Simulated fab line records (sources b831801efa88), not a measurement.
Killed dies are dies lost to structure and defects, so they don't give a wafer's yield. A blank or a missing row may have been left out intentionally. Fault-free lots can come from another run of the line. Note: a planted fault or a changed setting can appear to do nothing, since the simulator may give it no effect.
Struck lot and sound lot, side by side	flow sky130	15 steps out of a route of 708
Sound: these wafers, L110.1, L110.4, L110.6. Struck: wafers L118.2, L118.3, L118.6. The cause comes at the end.
Order at every step that has rows: each side's tool, ch and its chambers, its first start. Under that, the readings that differ: sound wafers	struck wafers	difference of the means	sigmas: that difference in standard deviations of wafers without a fault.
alike: a reading whose means differ by less than 2 such deviations, as well as words and numbers matching on both sides. not compared: withheld readings; readings where some wafer has no value; bounds like >300 that might hide an equal value; numbers whose values overlap and for which the record gives no deviation.
The two part at a step that has a row with sigmas, a row that says differs or no value, or rows on one side only. When numbers do not overlap yet have no deviation, they are printed without sigmas and do not part them. Lack of a reading on every wafer of one side parts them only where that side has two or more wafers.

SKY_LDD_P_OVL_MEAS_08:
  struck on overlay-01, day 23 05:58; sound on overlay-02, day 20 08:53
  alike: LDD_P_OVL
next, for these wafers, 1 step has no rows: SKY_LDD_P_IMPLANT_09.
SKY_LDD_P_STRIP_10: strips in O2/N2.
  sound on plasmaAsher-03 ch 0,1, day 20 09:04; struck on plasmaAsher-04 ch 0,1, day 23 06:09
  alike: drypumpMotorCurrentA, oesProductAu, stripTimeToEndpointS
  not compared: rfHoursCounterH
SKY_LDD_P_TW_MEAS_11:
  struck on filmMetro-02, day 23 06:16; sound on filmMetro-04, day 20 09:10
  alike: LDD_P_TW
then, 7 steps without rows for these wafers: SKY_LDD_HVN_DEHYDRATE_00 (time 60 s); SKY_LDD_HVN_HMDS_01 (prime time 60 s); SKY_LDD_HVN_COAT_02 (resist thk 300 nm); SKY_LDD_HVN_SOFTBAKE_03 (time 60 s); SKY_LDD_HVN_EXPOSE_04 (exposes mask HVNTM, target cd 700 nm); SKY_LDD_HVN_PEB_05; SKY_LDD_HVN_DEVELOP_06 (develop time 60 s).
SKY_LDD_HVN_OVL_MEAS_07:
  struck on overlay-01, day 24 12:48; sound on overlay-01, day 21 15:33
  alike: LDD_HVN_OVL
SKY_LDD_HVN_IMPLANT_08:
  sound on implanter-04 ch 0, day 21 15:35; struck on implanter-01 ch 0, day 24 12:52
reading	sound	struck	difference	sigmas
beamEnergyKeV	60.001 59.956 59.948	62.106 62.116 62.100	+2.139	+99 or more
model.implant.rpNm (nm)	58.62 58.62 58.62	56.2 56.2 56.2	-2.4	
model.implant.drpNm (nm)	28.15 28.15 28.15	29.01 29.01 29.01	+0.86	
  alike: faradayCurrentUA
SKY_LDD_HVN_STRIP_09: strips in O2/N2.
  sound on plasmaAsher-04 ch 0,1, day 21 15:44; struck on plasmaAsher-01 ch 0,1, day 24 12:59
  alike: drypumpMotorCurrentA, oesProductAu, stripTimeToEndpointS
  not compared: rfHoursCounterH
-- the record jumps here: 24 days lie between the struck wafers' starts before and after (it left off in module LDD_HVN and takes up again in module PAD_OPEN, whose first step shown is number 708 of the route) --
SKY_PAD_OPEN_PROBE_99:
  only the struck wafers here have rows in the record (prober-01, day 48 19:37); the sound ones have none

WHERE THEY PART
At SKY_LDD_HVN_IMPLANT_08 first; at SKY_PAD_OPEN_PROBE_99 last (within this record only).

WHY: whatever the simulator had introduced
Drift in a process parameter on implanter-01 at SKY_LDD_HVN_IMPLANT_08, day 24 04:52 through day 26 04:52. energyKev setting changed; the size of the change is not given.
